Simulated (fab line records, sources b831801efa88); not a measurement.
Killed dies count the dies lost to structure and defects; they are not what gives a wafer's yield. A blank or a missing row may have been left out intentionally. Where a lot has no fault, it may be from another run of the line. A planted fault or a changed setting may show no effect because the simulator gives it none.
Comparing a struck lot with a sound one -- flow sky130 -- 14 out of 708 route steps
Sound: the wafers L209.1, L209.2, L209.6. Wafers struck: L200.2, L200.3, L200.6. The cause is given at the end.
At each step with rows: each side's tool, then ch and its chambers, then its first start. Under that, the readings that differ: sound wafers -- struck wafers -- difference of the means -- sigmas: that difference in standard deviations of wafers without a fault.
alike: readings whose means differ by less than 2 such deviations, and words and numbers that are the same on both sides. not compared: withheld readings, readings that some wafer has no value for, bounds like >300 that may hide the same value, and numbers for which the record gives no deviation and whose values overlap.
A row with sigmas, a row that says differs or no value, or rows on one side alone: a step with any of these is where the two part. Non-overlapping numbers with no deviation appear without sigmas and do not part them. A reading missing from all wafers of one side parts the sides only when that side holds two or more wafers.

first, 2 steps without rows for these wafers: SKY_LDD_HVP_PEB_05; SKY_LDD_HVP_DEVELOP_06 (develop time 60 s).
SKY_LDD_HVP_OVL_MEAS_07:
  sound on overlay-02, day 25 22:41; struck on overlay-01, day 22 14:11
  alike: LDD_HVP_OVL
following that, these wafers have no rows for 1 step: SKY_LDD_HVP_IMPLANT_08.
SKY_LDD_HVP_STRIP_09: strips in O2/N2.
  sound on plasma asher-01 ch 0,1, day 25 22:55; struck on plasma asher-02 ch 0,1, day 22 14:22
  alike: drypump motor current A, oes product au, strip time to endpoint s
  not compared: rf hours counter h
SKY_LDD_HVP_TW_MEAS_10:
  sound on film metro-02, day 25 23:01; struck on film metro-01, day 22 14:28
  alike: LDD_HVP_TW
then, 6 steps without rows for these wafers: SKY_LDD_LDN_DEHYDRATE_00 (time 60 s); SKY_LDD_LDN_HMDS_01 (prime time 60 s); SKY_LDD_LDN_COAT_02 (resist thk 1140 nm); SKY_LDD_LDN_SOFTBAKE_03 (time 60 s); SKY_LDD_LDN_EXPOSE_04 (exposes mask LDNTM, target cd 700 nm); SKY_LDD_LDN_PEB_05.
SKY_LDD_LDN_DEVELOP_06: develop time 60 s.
  struck on litho track-02, day 23 19:24; sound on litho track-03 ch 0, day 27 02:59
  no value came back on the struck wafers for chill plate temp C (C), develop time s (s); on the sound wafers chill plate temp C (C) reads 22.88 22.98 22.89
SKY_LDD_LDN_OVL_MEAS_07:
  sound on overlay-01, day 27 03:08; struck on overlay-01, day 23 19:32
reading,sound,struck,difference,sigmas
LDD_LDN_OVL (nm),0.1 2.1 2.5,- - -,no value on the struck wafers,

## WHERE THEY PART
At SKY_LDD_LDN_DEVELOP_06 first; at SKY_LDD_LDN_OVL_MEAS_07 last (within this record only).

WHY: whatever the simulator had introduced
Beginning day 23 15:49, the whole step at SKY_LDD_LDN_DEVELOP_06 was skipped on litho track-02. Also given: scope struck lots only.
